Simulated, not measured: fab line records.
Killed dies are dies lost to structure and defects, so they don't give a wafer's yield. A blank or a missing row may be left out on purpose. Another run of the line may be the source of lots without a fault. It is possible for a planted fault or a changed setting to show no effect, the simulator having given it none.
Which of the tools did it? | flow sfqLine | Sampling: 7 lots, 21 wafers, 2 of 325 route steps

== WHAT EACH GAUGE READ, for each wafer ==
SFQ_I2_BOW_MEAS_917.
lot  | measured     | on           | I2_BOW (um)
L845 | day 25 20:14 | filmMetro-04 | 1 -9 -2
L847 | day 26 03:26 | filmMetro-03 | -3 7 2
L854 | day 26 20:12 | filmMetro-04 | 6 17 6
L857 | day 27 00:25 | filmMetro-03 | 6 14 12
L859 | day 27 05:41 | filmMetro-03 | -1 1 2
L861 | day 27 09:25 | filmMetro-03 | -8 -6 -13
L863 | day 27 12:25 | filmMetro-02 | 3 18 6

== WHICH TOOL RAN EACH LOT (tool, then ch and the chambers of the sampled wafers, then the start) ==
lot  | SFQ_TRILAYER_I0_DEP_PECVD_027
L845 | pecvd-04 ch 0,1,2, day 8 03:32
L847 | pecvd-01 ch 1,2, day 8 10:32
L854 | pecvd-01 ch 1,2, day 9 21:20
L857 | pecvd-01 ch 0,1,2, day 10 12:31
L859 | pecvd-02 ch 0,1,2, day 11 04:43
L861 | pecvd-04 ch 0,1,2, day 11 18:56
L863 | pecvd-04 ch 0,1,2, day 12 03:20
- SFQ_TRILAYER_I0_DEP_PECVD_027: deposits SiO2 from SiH4/N2O, time 111.11 s, target thk 500 nm.

== THE ANSWER, worked out from the rows above alone ==
Rule: the lots themselves supply what counts as usual. The widest of any qualifying gaps counts: lots, ordered by their means at a reading, are off when they make up no more than a third of the lots, leave a main group of 4 or more, and stand apart from it by 3 or more times the standard deviation of that group's means. A main group whose means are all the same, to the digits that the tables above print for the reading, isn't used. Also off: a lot with no number at a reading for which 4 or more lots have one. Where the step has rows for the other lots, those lots are counted as sound.
No lot is off at any reading shown: from this, nothing can be told.

== WHAT HAD BEEN PUT IN BY THE SIMULATOR ==
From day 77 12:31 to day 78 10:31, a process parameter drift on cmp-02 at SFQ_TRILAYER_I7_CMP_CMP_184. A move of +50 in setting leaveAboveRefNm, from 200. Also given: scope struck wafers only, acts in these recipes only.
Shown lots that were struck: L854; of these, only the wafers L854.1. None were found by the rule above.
